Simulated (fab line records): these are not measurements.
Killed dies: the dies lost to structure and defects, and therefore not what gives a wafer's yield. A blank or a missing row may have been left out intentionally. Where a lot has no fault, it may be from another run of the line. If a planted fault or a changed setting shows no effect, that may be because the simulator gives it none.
2 desks looking at one fault ; flow sky130 ; each desk has only its own numbers; what lay behind them comes last

DESK OF THE TOOL OWNER: implanter-04
For each lot that ran on this tool, the mean over its sampled wafers that have a number, from the tool's own readings at SKY_SD_P_IMPLANT_09. Marked OUT: a lot whose mean sits more than 4 standard deviations from the usual mean, which makes it out of limits; the brackets give that distance.
Columns: A = beam on s at SKY_SD_P_IMPLANT_09, usual 13.1 s; B = dose ions cm2 at SKY_SD_P_IMPLANT_09, usual 3e+15
lot;first seen here;A;B
L744;day 27 05:00;13.8;3e+15
L756;day 31 14:55;17.7 (+6.2) OUT;4e+15 (+99 or more) OUT
L755;day 31 17:28;17.3 (+5.7) OUT;4e+15 (+99 or more) OUT
This desk finds L755, L756 out of limits, L756 being first, at day 31 14:55 (beam on s at SKY_SD_P_IMPLANT_09). In limits: L744.

FROM THE METROLOGY DESK
What the gauges read, lot by lot, whatever tool the lot ran on: means of the sampled wafers that have a number. Marked OUT: a lot whose mean sits more than 4 standard deviations from the usual mean, which makes it out of limits; the brackets give that distance.
Columns: A = LDD_LDN_OVL at SKY_LDD_LDN_OVL_MEAS_07, usual -0.3 nm; B = SD_P_OVL at SKY_SD_P_OVL_MEAS_08, usual 0.0 nm; C = SD_P_RS at SKY_SD_N_RS_MEAS_17, usual 147.8 ohm/sq
lot;first seen here;A;B;C
L741;day 23 19:15;-1.2;2.2;148.3
L742;day 24 14:19;-1.2;-1.0;147.5
L744;day 24 15:12;-0.6;-0.5;148.0
L750;day 26 14:03;-0.6;-2.5;147.5
L756;day 29 03:53;-0.8;1.8;145.1 (-7.4) OUT
L755;day 29 07:55;0.2;1.0;144.8 (-8.0) OUT
L758;day 29 12:53;-1.3;-0.8;147.8
L757;day 29 17:00;-0.2;0.5;148.2
L760;day 30 04:31;-1.8;1.7;147.4
L761;day 30 19:06;0.5;-0.7;147.4
L763;day 31 03:54;-1.8;0.8;147.7
This desk finds L755, L756 out of limits, with the earliest case on L756 at day 33 22:13 (SD_P_RS at SKY_SD_N_RS_MEAS_17). In limits: L741, L742, L744, L750, L758, L757, L760, L761, L763.

TAKEN TOGETHER
At day 31 14:55, on L755, L756, the tool owner's desk was in a position to raise an alarm.
Metrology desk: alarm possible at day 33 22:13 on L755, L756.
Every lot named ran SKY_SD_P_IMPLANT_09 on implanter-04.

WHAT THE SIMULATOR HAD INSERTED
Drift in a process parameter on implanter-04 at SKY_SD_P_IMPLANT_09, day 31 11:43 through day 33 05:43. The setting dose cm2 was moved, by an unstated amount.
Struck lots among those shown: L755, L756.
Counting hours from when the fault started, the first reading out of limits came at 3 for the tool owner's desk and at 58 for the metrology desk.
